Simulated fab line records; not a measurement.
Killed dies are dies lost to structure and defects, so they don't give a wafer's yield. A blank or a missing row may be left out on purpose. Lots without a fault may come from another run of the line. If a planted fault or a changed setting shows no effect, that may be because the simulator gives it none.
One fault seen from 2 desks | flow gf180mcu | every desk sees just its own numbers, and what lay behind them comes last

## THE TOOL OWNER'S DESK: pvd-sputter-03
The tool's own readings at GF_M3_SPUTTER_01 (material TiN, target thk 30 nm, time 25 s): means of the sampled wafers that have a number, for each lot that ran on this tool. If a lot's mean is further than 4 standard deviations from the usual mean, the lot is out of limits and carries the mark OUT (the distance appears in the brackets).
Columns: A = chamber-pressure-pa at GF_M3_SPUTTER_01, usual 0.3999 Pa; B = throttle-valve-pct at GF_M3_SPUTTER_01, usual 30.2 %
lot  | first seen here | A                | B
L626 | day 23 02:41    | 0.4003           | 29.9
L637 | day 26 17:26    | 0.3593 (-53) OUT | 32.1
This desk's verdict: out of limits on L637, starting with L637 at day 26 17:26 (chamber-pressure-pa at GF_M3_SPUTTER_01). In limits: L626.

## FROM THE METROLOGY DESK
Means of the sampled wafers that have a number, per lot and without regard to the tool the lot ran on: this is what the gauges read. If a lot's mean is further than 4 standard deviations from the usual mean, the lot is out of limits and carries the mark OUT (the distance appears in the brackets).
Columns: A = V2_W_RS at GF_V2_RS_MEAS_24, usual 0.329 ohm/sq; B = V2_W_THK at GF_V2_THK_MEAS_25, usual 338 nm
lot  | first seen here | A     | B
L625 | day 22 09:46    | 0.326 | 341
L626 | day 23 02:08    | 0.326 | 337
L635 | day 25 21:50    | 0.327 | 340
L637 | day 26 16:51    | 0.334 | 334
L642 | day 28 00:23    | 0.333 | 336
Finding of this desk: none of the 5 lots has anything out of limits.

## ALL TOGETHER
An alarm could have come from the tool owner's desk at day 26 17:26, on L637.
From the metrology desk's view, nothing was out of limits.
The metrology desk has L637 on record, within its limits.
On pvd-sputter-03, each named lot ran GF_M3_SPUTTER_01.

## WHAT WAS PUT IN BY THE SIMULATOR
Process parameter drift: pvd-sputter-03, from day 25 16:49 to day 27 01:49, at GF_M3_SPUTTER_01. A move of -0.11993 in setting chamber-pressure-pa, from 0.4. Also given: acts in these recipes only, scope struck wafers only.
Shown lots that were struck: L637.
Delay in hours, fault start to first out-of-limits reading, by desk: the tool owner's desk at 25.
